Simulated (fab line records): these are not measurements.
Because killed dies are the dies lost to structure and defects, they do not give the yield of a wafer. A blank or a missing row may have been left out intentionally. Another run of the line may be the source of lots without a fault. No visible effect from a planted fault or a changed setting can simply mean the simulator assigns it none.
fab line records -- flow sky130
[record] lots = 11, wafers = 33, lastDay = 50
route steps=708 shown CONTACT@420 METAL1@435 PAD_OPEN@708
lots untouched by any fault: they come from a run of this same line in which no faults occurred
startH: hours from the record's opening day to when the first of the lot's shown wafers began -- waitH: hours since the lot's step before -- " the same as in the row above -- L1.1+2: a single row standing in for several wafers -- - no value, or no start given -- * or withheld: withheld -- < > ~ a bound
route shown NAME@n: names a module that has steps shown in the file, with the first one's number in the route -- usual: mean/standard deviation of fault-free wafers -- same: alike in all rows -- chamber/n: place in a boat -- sites: the reading at each site -- _std_site: their standard deviation -- _edge_site: mean of outer sites minus mean of inner sites -- radiusMm: for every site, how far away it sits from the centre of the wafer -- mask NAME#n: copy n -- behind: tool/chamber where the wafer was last shaped -- hold: what put the lot on hold/how long, in hours/how the hold closed -- device: the transistor (n, p or np) that didn't switch -- end of line: tests run on the same wafers once the route is complete -- a step with no rows: only its recipe -- killed: at the first sort, the dies lost to defects and structure; wafer yield is something else -- map: the dies of a wafer, with x for killed, . for not killed, _ for no die there
set.NAME: the run value of the setting; set.NAME@STEP: its run value at that earlier step -- model.NAME: the simulator's own value behind a step, which no gauge read
a sample of lots followed through the steps of the route, with each step as a table and each wafer as a row
services: the hour from which a tool's chamber was out of use, counted from the record's first day as startH (under 0 if before that day), plus the number of hours and why
[[steps]]
[step SKY_CONTACT_CD_MEAS_14]
[recipe] targetCdNm = 170
[usual] cdNm = 169.8/1.3
lot.wafer,tool,chamber,startH,waitH,cdNm
L301.2,cdSem-01,-,765.81,-,166.3
L301.3,cdSem-01,-,765.81,-,167.8
L301.5,cdSem-01,-,765.81,-,167.9
L302.1,cdSem-01,-,767.54,-,168.8
L302.2,cdSem-01,-,767.54,-,170.0
L302.6,cdSem-01,-,767.54,-,169.1
L303.1,cdSem-01,-,778.55,-,170.4
L303.2,cdSem-01,-,778.55,-,170.0
L303.4,cdSem-01,-,778.55,-,169.6
L304.2,cdSem-01,-,791.36,-,167.5
L304.3,cdSem-01,-,791.36,-,168.1
L304.4,cdSem-01,-,791.36,-,168.4
L305.1,cdSem-01,-,802.29,-,170.6
L305.3,cdSem-01,-,802.29,-,170.5
L305.5,cdSem-01,-,802.29,-,170.7
L306.4,cdSem-01,-,804.05,-,169.7
L306.5,cdSem-01,-,804.05,-,169.1
L306.6,cdSem-01,-,804.05,-,169.9
L310.2,cdSem-02,-,831.72,-,171.2
L310.4,cdSem-02,-,831.72,-,171.3
L310.5,cdSem-02,-,831.72,-,171.4
L313.3,cdSem-02,-,862.28,-,170.4
L313.4,cdSem-02,-,862.28,-,170.5
L313.5,cdSem-02,-,862.28,-,168.5
L316.3,cdSem-01,-,872.83,-,169.5
L316.4,cdSem-01,-,872.83,-,169.7
L316.5,cdSem-01,-,872.83,-,169.5
L317.3,cdSem-02,-,883.91,-,170.8
L317.4,cdSem-02,-,883.91,-,170.7
L317.6,cdSem-02,-,883.91,-,169.6
L320.1,cdSem-02,-,914.89,-,170.0
L320.5,cdSem-02,-,914.89,-,169.4
L320.6,cdSem-02,-,914.89,-,169.4
[step SKY_CONTACT_ETCH_17]
[recipe] target = SiO2, chemistry = C4F8/O2/Ar, stopOn = Si3N4, maskMaterial = KrF-thick, sourceW = 1500, biasW = 1200, pressureMtorr = 40, c4f8FlowSccm = withheld, O2_flow_sccm = 6, Ar_flow_sccm = 300, timeS = withheld, targetDepthA = 3400
[usual] oesProductAu = 0.891/0.0049
lot.wafer,tool,chamber,startH,waitH,oesProductAu
L301.2,rieDiel-01,0,765.99,0.0,0.888
L301.3,rieDiel-01,2,765.99,0.0,0.893
L301.5,rieDiel-01,3,765.99,0.0,0.900
L302.1,rieDiel-02,0,767.74,0.0,0.887
L302.2,rieDiel-02,3,767.74,0.0,0.899
L302.6,rieDiel-02,1,767.74,0.0,0.892
L303.1,rieDiel-01,1,778.75,0.0,0.890
L303.2,rieDiel-01,0,778.75,0.0,0.887
L303.4,rieDiel-01,3,778.75,0.0,0.893
L304.2,rieDiel-03,1,791.54,0.0,0.891
L304.3,rieDiel-03,3,791.54,0.0,0.896
L304.4,rieDiel-03,2,791.54,0.0,0.891
L305.1,rieDiel-03,3,802.49,0.0,0.892
L305.3,rieDiel-03,0,802.49,0.0,0.896
L305.5,rieDiel-03,0,802.49,0.0,0.889
L306.4,rieDiel-01,1,804.21,0.0,0.885
L306.5,rieDiel-01,2,804.21,0.0,0.886
L306.6,rieDiel-01,0,804.21,0.0,0.887
L310.2,rieDiel-02,3,831.90,0.0,0.885
L310.4,rieDiel-02,0,831.90,0.0,0.891
L310.5,rieDiel-02,2,831.90,0.0,0.884
L313.3,rieDiel-02,3,862.44,0.0,0.899
L313.4,rieDiel-02,0,862.44,0.0,0.889
L313.5,rieDiel-02,3,862.44,0.0,0.897
L316.3,rieDiel-03,1,872.99,0.0,0.888
L316.4,rieDiel-03,3,872.99,0.0,0.888
L316.5,rieDiel-03,3,872.99,0.0,0.890
L317.3,rieDiel-02,0,884.07,0.0,0.895
L317.4,rieDiel-02,3,884.07,0.0,0.893
L317.6,rieDiel-02,0,884.07,0.0,0.893
L320.1,rieDiel-02,0,915.09,0.0,0.892
L320.5,rieDiel-02,2,915.09,0.0,0.891
L320.6,rieDiel-02,1,915.09,0.0,0.897
[step SKY_METAL1_SPUTTER_01]
[recipe] material = TiN, targetThkNm = 20, powerW = 6500, timeS = 16.7, chamberPressurePa = 0.4
[usual] cathodeDcPowerW = 6500.1/1.2, throttleValvePct = 29.7/1.5
lot.wafer,tool,chamber,startH,waitH,cathodeDcPowerW,throttleValvePct
L301.2,pvdSputter-02,-,767.76,0.0,6500.7,30.3
L301.3,pvdSputter-02,-,767.76,0.0,6500.8,30.6
L301.5,pvdSputter-02,-,767.76,0.0,6501.3,30.4
L302.1,pvdSputter-03,-,769.10,0.0,6499.4,31.3
L302.2,pvdSputter-03,-,769.10,0.0,6499.7,28.1
L302.6,pvdSputter-03,-,769.10,0.0,6501.1,28.0
L303.1,pvdSputter-01,-,780.11,0.0,6500.1,29.1
L303.2,pvdSputter-01,-,780.11,0.0,6499.8,29.8
L303.4,pvdSputter-01,-,780.11,0.0,6498.7,26.3
L304.2,pvdSputter-02,-,792.93,0.0,6499.1,30.3
L304.3,pvdSputter-02,-,792.93,0.0,6499.8,30.6
L304.4,pvdSputter-02,-,792.93,0.0,6499.8,31.2
L305.1,pvdSputter-02,-,803.84,0.0,6500.9,30.5
L305.3,pvdSputter-02,-,803.84,0.0,6499.3,31.1
L305.5,pvdSputter-02,-,803.84,0.0,6498.1,30.9
L306.4,pvdSputter-01,-,805.60,0.0,6501.7,29.2
L306.5,pvdSputter-01,-,805.60,0.0,6499.5,29.1
L306.6,pvdSputter-01,-,805.60,0.0,6499.0,26.6
L310.2,pvdSputter-02,-,833.27,0.0,6501.0,30.3
L310.4,pvdSputter-02,-,833.27,0.0,6501.9,31.1
L310.5,pvdSputter-02,-,833.27,0.0,6500.3,30.8
L313.3,pvdSputter-01,-,864.05,0.0,6499.8,26.5
L313.4,pvdSputter-01,-,864.05,0.0,6500.0,30.0
L313.5,pvdSputter-01,-,864.05,0.0,6500.7,30.0
L316.3,pvdSputter-03,-,874.78,0.0,6501.6,31.2
L316.4,pvdSputter-03,-,874.78,0.0,6499.2,31.1
L316.5,pvdSputter-03,-,874.78,0.0,6499.1,31.4
L317.3,pvdSputter-01,-,885.48,0.0,6499.3,26.4
L317.4,pvdSputter-01,-,885.48,0.0,6500.2,29.3
L317.6,pvdSputter-01,-,885.48,0.0,6497.5,29.0
L320.1,pvdSputter-03,-,916.50,0.0,6502.4,31.7
L320.5,pvdSputter-03,-,916.50,0.0,6499.1,31.0
L320.6,pvdSputter-03,-,916.50,0.0,6499.3,28.3
[step SKY_METAL1_SPUTTER_02]
[recipe] material = AlCu, targetThkNm = 250, powerW = 10600, timeS = 13.3, chamberPressurePa = 0.4
[usual] cathodeDcPowerW = 10600/1.9, throttleValvePct = 29.7/1.5
lot.wafer,tool,chamber,startH,waitH,cathodeDcPowerW,throttleValvePct
L301.2,pvdSputter-02,-,767.78,0.0,10600,30.1
L301.3,pvdSputter-02,-,767.78,0.0,10597,30.6
L301.5,pvdSputter-02,-,767.78,0.0,10602,30.8
L302.1,pvdSputter-03,-,769.13,0.0,10599,31.4
L302.2,pvdSputter-03,-,769.13,0.0,10599,28.3
L302.6,pvdSputter-03,-,769.13,0.0,10598,27.8
L303.1,pvdSputter-01,-,780.14,0.0,10603,29.0
L303.2,pvdSputter-01,-,780.14,0.0,10601,29.9
L303.4,pvdSputter-01,-,780.14,0.0,10602,26.2
L304.2,pvdSputter-02,-,792.96,0.0,10597,30.1
L304.3,pvdSputter-02,-,792.96,0.0,10605,30.7
L304.4,pvdSputter-02,-,792.96,0.0,10602,31.3
L305.1,pvdSputter-02,-,803.87,0.0,10600,30.6
L305.3,pvdSputter-02,-,803.87,0.0,10603,31.1
L305.5,pvdSputter-02,-,803.87,0.0,10602,30.9
L306.4,pvdSputter-01,-,805.63,0.0,10603,29.3
L306.5,pvdSputter-01,-,805.63,0.0,10599,28.8
L306.6,pvdSputter-01,-,805.63,0.0,10601,26.5
L310.2,pvdSputter-02,-,833.29,0.0,10603,30.4
L310.4,pvdSputter-02,-,833.29,0.0,10602,31.3
L310.5,pvdSputter-02,-,833.29,0.0,10600,30.7
L313.3,pvdSputter-01,-,864.07,0.0,10605,26.5
L313.4,pvdSputter-01,-,864.07,0.0,10600,30.4
L313.5,pvdSputter-01,-,864.07,0.0,10600,30.2
L316.3,pvdSputter-03,-,874.80,0.0,10602,31.2
L316.4,pvdSputter-03,-,874.80,0.0,10596,30.9
L316.5,pvdSputter-03,-,874.80,0.0,10603,31.8
L317.3,pvdSputter-01,-,885.51,0.0,10601,26.7
L317.4,pvdSputter-01,-,885.51,0.0,10600,29.2
L317.6,pvdSputter-01,-,885.51,0.0,10599,29.3
L320.1,pvdSputter-03,-,916.53,0.0,10600,31.8
L320.5,pvdSputter-03,-,916.53,0.0,10603,31.0
L320.6,pvdSputter-03,-,916.53,0.0,10602,28.2
[step SKY_METAL1_RS_MEAS_05]
[recipe] thkMeasGauge = four-point-probe, reads = TiN_of_METAL1_SPUTTER_04+Ti_of_METAL1_SPUTTER_03+AlCu_of_METAL1_SPUTTER_02+TiN_of_METAL1_SPUTTER_01+Ti_of_METAL1_SPUTTER_00
[usual] METAL1_ALCU_RS = 0.1269/0.0013
lot.wafer,tool,chamber,startH,waitH,hold,METAL1_ALCU_RS[ohm/sq]
L301.2,filmMetro-04,-,767.89,0.0,-,0.1262
L301.3,filmMetro-04,-,767.89,0.0,-,0.1261
L301.5,filmMetro-04,-,767.89,0.0,-,0.1255
L302.1,filmMetro-04,-,769.22,0.0,-,0.1272
L302.2,filmMetro-04,-,769.22,0.0,-,0.1281
L302.6,filmMetro-04,-,769.22,0.0,-,0.1278
L303.1,filmMetro-03,-,780.23,0.0,-,0.1259
L303.2,filmMetro-03,-,780.23,0.0,-,0.1260
L303.4,filmMetro-03,-,780.23,0.0,-,0.1246
L304.2,filmMetro-01,-,793.07,0.0,-,0.1259
L304.3,filmMetro-01,-,793.07,0.0,-,0.1280
L304.4,filmMetro-01,-,793.07,0.0,-,0.1271
L305.1,filmMetro-04,-,803.96,0.0,-,0.1249
L305.3,filmMetro-04,-,803.96,0.0,-,0.1276
L305.5,filmMetro-04,-,803.96,0.0,-,0.1275
L306.4,filmMetro-03,-,805.78,0.1,-,0.1284
L306.5,filmMetro-03,-,805.78,0.1,-,0.1274
L306.6,filmMetro-03,-,805.78,0.1,-,0.1275
L310.2,filmMetro-04,-,833.40,0.0,-,0.1255
L310.4,filmMetro-04,-,833.40,0.0,-,0.1302
L310.5,filmMetro-04,-,833.40,0.0,-,0.1291
L313.3,filmMetro-03,-,864.20,0.1,awaitDispo/0.2h/release,0.1250
L313.4,filmMetro-03,-,864.20,0.1,awaitDispo/0.2h/release,0.1281
L313.5,filmMetro-03,-,864.20,0.1,awaitDispo/0.2h/release,0.1271
L313.3,filmMetro-03,-,864.49,0.3,-,0.1252
L313.4,filmMetro-03,-,864.49,0.3,-,0.1280
L313.5,filmMetro-03,-,864.49,0.3,-,0.1270
L316.3,filmMetro-04,-,874.93,0.1,-,0.1258
L316.4,filmMetro-04,-,874.93,0.1,-,0.1262
L316.5,filmMetro-04,-,874.93,0.1,-,0.1289
L317.3,filmMetro-03,-,885.64,0.1,awaitDispo/0.2h/release,0.1254
L317.4,filmMetro-03,-,885.64,0.1,awaitDispo/0.2h/release,0.1253
L317.6,filmMetro-03,-,885.64,0.1,awaitDispo/0.2h/release,0.1260
L317.3,filmMetro-03,-,885.93,0.3,-,0.1256
L317.4,filmMetro-03,-,885.93,0.3,-,0.1256
L317.6,filmMetro-03,-,885.93,0.3,-,0.1260
L320.1,filmMetro-04,-,916.62,0.0,-,0.1279
L320.5,filmMetro-04,-,916.62,0.0,-,0.1260
L320.6,filmMetro-04,-,916.62,0.0,-,0.1298
[step SKY_PAD_OPEN_PROBE_99]
[usual] defectLimitedYield = 82.5/2, killed_at_M0_to_M3 = 43/6.8, killed_at_M4_up = 3.3/2.1, killedAtContacts = 24/5, killedAtFrontEnd = 15/4.4, killedAtOther = 0.3/0.57, killedDies = 86/9.7, killedOpen = 47/7.3, killedShort = 39/6.1, sort_bin_3_pad_short = 0.8/0.38, sort_bin_5_function = 10.5/1.5, sort_bin_6_memory = 6.2/1.1, sortNPass = 406/9.7, sortYieldPct = 82.5/2
[same] grossDies = 492, killedAtBackSide = 0, sort_bin_4_leakage[%] = 0, sort_bin_8_speed[%] = 0
lot.wafer,tool,chamber,startH,waitH,defectLimitedYield[%],killed_at_M0_to_M3,killed_at_M4_up,killedAtContacts,killedAtFrontEnd,killedAtOther,killedDies,killedOpen,killedShort,sort_bin_3_pad_short[%],sort_bin_5_function[%],sort_bin_6_memory[%],sortNPass,sortYieldPct[%]
L303.1,prober-01,-,1113.21,0.1,82.9,38,9,22,15,0,84,45,39,0.6,10.8,5.7,408,82.9
L303.2,prober-01,-,1113.26,0.1,80.9,44,5,31,14,0,94,55,39,1.2,10.8,7.1,398,80.9
L303.4,prober-01,-,1113.36,0.2,83.1,45,1,28,9,0,83,48,35,0.4,9.6,6.9,409,83.1
L304.2,prober-02,-,1120.87,0.1,80.7,45,2,32,15,1,95,53,42,0.6,12.2,6.5,397,80.7
L304.3,prober-02,-,1120.92,0.2,83.7,35,1,28,16,0,80,41,39,1.4,7.3,7.5,412,83.7
L304.4,prober-02,-,1120.97,0.2,83.3,35,6,27,14,0,82,48,34,1.2,8.9,6.5,410,83.3
L310.2,prober-02,-,1151.00,0.1,87.0,33,1,18,12,0,64,35,29,0.4,6.3,6.3,428,87.0
L310.4,prober-02,-,1151.10,0.2,78.5,56,5,27,18,0,106,58,48,0.8,13.2,7.5,386,78.5
L310.5,prober-02,-,1151.15,0.2,82.7,42,1,22,18,2,85,46,39,0.6,10.2,6.5,407,82.7
L313.3,prober-01,-,1169.28,0.2,80.1,49,5,23,20,1,98,51,46,1.4,8.9,9.6,394,80.1
L313.4,prober-01,-,1169.33,0.2,79.9,54,2,23,18,2,99,52,46,1.2,11.6,7.3,393,79.9
L313.5,prober-01,-,1169.38,0.2,82.7,41,1,28,15,0,85,56,29,0.6,10.8,5.9,407,82.7
L316.3,prober-02,-,1176.96,0.2,85.6,34,6,19,12,0,71,40,30,1.0,7.5,5.9,421,85.6
L316.4,prober-02,-,1177.01,0.2,82.9,39,3,27,14,1,84,38,45,0.6,10.6,5.9,408,82.9
L316.5,prober-02,-,1177.06,0.2,84.3,39,5,21,12,0,77,36,40,1.0,10.4,4.3,415,84.3
L317.3,prober-02,-,1185.34,0.2,82.9,44,1,20,19,0,84,49,35,0.8,10.4,5.9,408,82.9
L317.4,prober-02,-,1185.39,0.2,86.4,30,5,19,13,0,67,37,30,0.8,8.5,4.3,425,86.4
L317.6,prober-02,-,1185.49,0.2,81.3,43,8,19,22,0,92,49,43,0.6,12.0,6.1,400,81.3
// killed by level:class
L303.1 CONTACT:geometricParticle:open=9 METAL2:geometricParticle:short=7 VIA1:geometricParticle:open=7 LI_CONTACT:geometricParticle:open=5 POLY_GATE:geometricParticle:open=5 METAL4:geometricParticle:short=5 METAL1:geometricParticle:short=5 FIELD_ISO:geometricParticle:open=4
L303.2 LI_CONTACT:geometricParticle:open=15 CONTACT:geometricParticle:open=10 METAL1:geometricParticle:short=10 VIA1:geometricParticle:open=8 METAL2:geometricParticle:short=6 VIA2:geometricParticle:open=6 POLY_GATE:geometricParticle:short=5 POLY_GATE:geometricParticle:open=4
L303.4 CONTACT:geometricParticle:open=12 VIA1:geometricParticle:open=10 VIA2:geometricParticle:open=8 LI_CONTACT:geometricParticle:open=6 METAL1:geometricParticle:short=6 CONTACT:geometricParticle:short=4 VIA1:geometricParticle:short=4 VIA2:geometricParticle:short=4
L304.2 CONTACT:geometricParticle:open=10 VIA1:geometricParticle:open=9 LI_CONTACT:geometricParticle:open=8 VIA2:geometricParticle:open=8 LOCAL_INTERCONNECT:geometricParticle:short=6 POLY_GATE:geometricParticle:open=5 CONTACT:geometricParticle:short=5 METAL2:geometricParticle:short=5
L304.3 CONTACT:geometricParticle:short=8 CONTACT:geometricParticle:open=8 VIA1:geometricParticle:open=8 FIELD_ISO:geometricParticle:open=7 METAL2:geometricParticle:short=6 LI_CONTACT:geometricParticle:open=5 LOCAL_INTERCONNECT:geometricParticle:short=4 VIA3:geometricParticle:open=4
L304.4 VIA1:geometricParticle:open=10 CONTACT:geometricParticle:open=8 CONTACT:geometricParticle:short=7 FIELD_ISO:geometricParticle:open=6 LI_CONTACT:geometricParticle:open=6 METAL1:geometricParticle:open=6 METAL4:geometricParticle:short=6 LOCAL_INTERCONNECT:geometricParticle:short=4
L310.2 VIA1:geometricParticle:open=8 LI_CONTACT:geometricParticle:open=7 CONTACT:geometricParticle:short=7 VIA3:geometricParticle:short=5 VIA3:geometricParticle:open=4 POLY_GATE:geometricParticle:open=3 POLY_GATE:geometricParticle:short=3 VIA2:geometricParticle:open=3
L310.4 CONTACT:geometricParticle:open=12 METAL2:geometricParticle:short=12 VIA1:geometricParticle:open=10 LI_CONTACT:geometricParticle:open=8 VIA2:geometricParticle:open=7 METAL3:geometricParticle:short=7 POLY_GATE:geometricParticle:open=6 VIA1:geometricParticle:short=6
L310.5 VIA1:geometricParticle:open=10 CONTACT:geometricParticle:open=8 POLY_GATE:geometricParticle:short=7 VIA2:geometricParticle:open=7 FIELD_ISO:geometricParticle:open=6 LI_CONTACT:geometricParticle:open=5 VIA1:geometricParticle:short=5 VIA2:geometricParticle:short=5
L313.3 VIA1:geometricParticle:open=15 CONTACT:geometricParticle:open=7 FIELD_ISO:geometricParticle:open=6 LI_CONTACT:geometricParticle:open=6 METAL1:geometricParticle:short=6 METAL2:geometricParticle:short=5 VIA2:geometricParticle:short=5 FIELD_ISO:geometricParticle:short=4
L313.4 VIA1:geometricParticle:open=13 LI_CONTACT:geometricParticle:open=9 METAL2:geometricParticle:short=9 POLY_GATE:geometricParticle:open=7 METAL1:geometricParticle:short=7 VIA3:geometricParticle:open=7 CONTACT:geometricParticle:open=6 METAL3:geometricParticle:short=6
L313.5 CONTACT:geometricParticle:open=14 VIA3:geometricParticle:open=13 LI_CONTACT:geometricParticle:open=9 FIELD_ISO:geometricParticle:short=4 POLY_CUT:geometricParticle:open=4 METAL1:geometricParticle:short=4 VIA1:geometricParticle:open=4 VIA2:geometricParticle:short=4
L316.3 LI_CONTACT:geometricParticle:open=8 VIA3:geometricParticle:open=7 CONTACT:geometricParticle:open=6 VIA2:geometricParticle:open=5 POLY_GATE:geometricParticle:short=4 VIA1:geometricParticle:open=4 VIA2:geometricParticle:short=4 METAL1:geometricParticle:short=3
L316.4 VIA1:geometricParticle:open=14 CONTACT:geometricParticle:short=10 METAL1:geometricParticle:short=6 CONTACT:geometricParticle:open=6 POLY_GATE:geometricParticle:open=5 LI_CONTACT:geometricParticle:short=4 METAL2:geometricParticle:short=4 VIA2:geometricParticle:short=4
L316.5 CONTACT:geometricParticle:open=8 VIA1:geometricParticle:short=7 LI_CONTACT:geometricParticle:open=6 METAL1:geometricParticle:short=5 METAL4:geometricParticle:short=5 VIA3:geometricParticle:open=5 LOCAL_INTERCONNECT:geometricParticle:short=4 VIA1:geometricParticle:open=4
L317.3 VIA1:geometricParticle:open=15 CONTACT:geometricParticle:open=8 POLY_GATE:geometricParticle:open=7 FIELD_ISO:geometricParticle:short=5 METAL2:geometricParticle:short=5 LOCAL_INTERCONNECT:geometricParticle:short=4 CONTACT:geometricParticle:short=4 VIA1:geometricParticle:short=4
L317.4 VIA1:geometricParticle:open=8 LI_CONTACT:geometricParticle:open=5 CONTACT:geometricParticle:open=5 METAL1:geometricParticle:short=5 POLY_GATE:geometricParticle:open=4 LOCAL_INTERCONNECT:geometricParticle:short=4 VIA3:geometricParticle:open=4 FIELD_ISO:geometricParticle:open=3
L317.6 FIELD_ISO:geometricParticle:short=8 VIA1:geometricParticle:open=8 VIA3:geometricParticle:open=8 METAL4:geometricParticle:short=7 LI_CONTACT:geometricParticle:open=6 CONTACT:geometricParticle:open=6 VIA2:geometricParticle:open=6 METAL2:geometricParticle:short=5
[[services]]
tool,chamber,startH,hours,kind
pvdSputter-01,0,748.52,-,consumableReplace:kit
pvdSputter-01,0,748.52,18.0,scheduledDown
pvdSputter-01,0,748.52,18.0,ventCycle
rieDiel-03,3,767.52,-,clean
rieDiel-03,3,767.52,19.3,scheduledDown
rieDiel-03,3,767.52,19.3,ventCycle
rieDiel-01,-,778.92,14.6,pm
rieDiel-01,3,798.02,-,clean
rieDiel-01,3,798.02,16.7,scheduledDown
rieDiel-01,3,798.02,16.7,ventCycle
rieDiel-02,3,805.75,4.0,repair
rieDiel-01,-,810.07,4.3,pm
rieDiel-01,2,835.60,8.4,repair
pvdSputter-01,-,866.96,4.5,repair
rieDiel-02,0,867.02,15.2,repair
pvdSputter-03,1,881.85,-,consumableReplace:kit
pvdSputter-03,1,881.85,18.0,scheduledDown
pvdSputter-03,1,881.85,18.0,ventCycle
rieDiel-01,0,882.78,15.6,repair
rieDiel-03,2,883.02,6.7,repair
pvdSputter-02,-,883.16,9.8,repair
[[key]]
[firstSign] step = SKY_METAL1_RS_MEAS_05, reading = visit, direction = added
effect none on later readings
metAt SKY_METAL1_SPUTTER_01
struckLots L313,L317
struckWafers L313.3,L317.3
notActingAt SKY_CONTACT_CD_MEAS_14,SKY_CONTACT_ETCH_17,SKY_METAL1_SPUTTER_02
onsetBetween 805.60 864.05
[fault] kind = processParameterDrift, tool = pvdSputter-01, chamber = -, onsetH = 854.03, steps = SKY_METAL1_SPUTTER_01, channel = targetThkNm, offset = 13.165, shape = step, endH = 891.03, actsIn = theseRecipesOnly, stated = 20, scope = struckWafersOnly
